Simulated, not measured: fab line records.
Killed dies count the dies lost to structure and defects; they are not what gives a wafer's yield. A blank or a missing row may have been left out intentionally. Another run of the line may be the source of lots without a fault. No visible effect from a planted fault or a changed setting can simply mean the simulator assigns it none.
Chamber matching || flow sfqLine || pecvd-02 running SFQ_TRILAYER_I0_DEP_PECVD_027: 3 sister chambers
The step deposits SiO2 from SiH4/N2O, time 111.11 s, target thk 500 nm. 3 wafers are shown with their chamber, then 9 later ones without.

## WAFERS PAIRED WITH THEIR CHAMBERS
{"wafer": "L974.6", "chamber": 0, "throttleValvePct (%)": 26.7}
{"wafer": "L975.4", "chamber": 1, "throttleValvePct (%)": 25.1}
{"wafer": "L975.5", "chamber": 2, "throttleValvePct (%)": 25.3}

## WAFERS MISSING THEIR CHAMBER
{"wafer": "L976.1", "throttleValvePct (%)": 26.7}
{"wafer": "L976.3", "throttleValvePct (%)": 25.1}
{"wafer": "L976.6", "throttleValvePct (%)": 26.5}
{"wafer": "L977.1", "throttleValvePct (%)": 24.9}
{"wafer": "L977.4", "throttleValvePct (%)": 25.1}
{"wafer": "L977.6", "throttleValvePct (%)": 26.7}
{"wafer": "L982.1", "throttleValvePct (%)": 26.7}
{"wafer": "L982.3", "throttleValvePct (%)": 25.7}
{"wafer": "L982.4", "throttleValvePct (%)": 25.3}

## CHAMBER TAKEN BY EACH
{"wafer": "L976.1", "from the rows above": 0, "in truth": 0}
{"wafer": "L976.3", "from the rows above": "can't be placed: 1 or 2", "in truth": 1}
{"wafer": "L976.6", "from the rows above": 0, "in truth": 0}
{"wafer": "L977.1", "from the rows above": "can't be placed: 1 or 2", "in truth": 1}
{"wafer": "L977.4", "from the rows above": "can't be placed: 1 or 2", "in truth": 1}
{"wafer": "L977.6", "from the rows above": 0, "in truth": 0}
{"wafer": "L982.1", "from the rows above": 0, "in truth": 0}
{"wafer": "L982.3", "from the rows above": "can't be placed: 2 or 1", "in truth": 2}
{"wafer": "L982.4", "from the rows above": "can't be placed: 2 or 1", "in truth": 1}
Correctly placed: 4 of 9. Not placeable from these rows: 5 (in 5, the candidates include the true chamber). Placed wrongly: 0.
How it was worked out, from the rows above alone: a wafer's distance from a chamber is the root of the sum, over the readings, of the square of ((its reading less the chamber's mean) divided by the reading's scatter). If the next closest chamber is less than 2 further off than the closest, the wafer can't be placed; otherwise it belongs to the closest. A chamber's mean is the mean of its shown wafers. The scatter (one wafer shown for each chamber): square how far every hidden wafer sits from the nearest shown wafer, average those squares and take the square root.
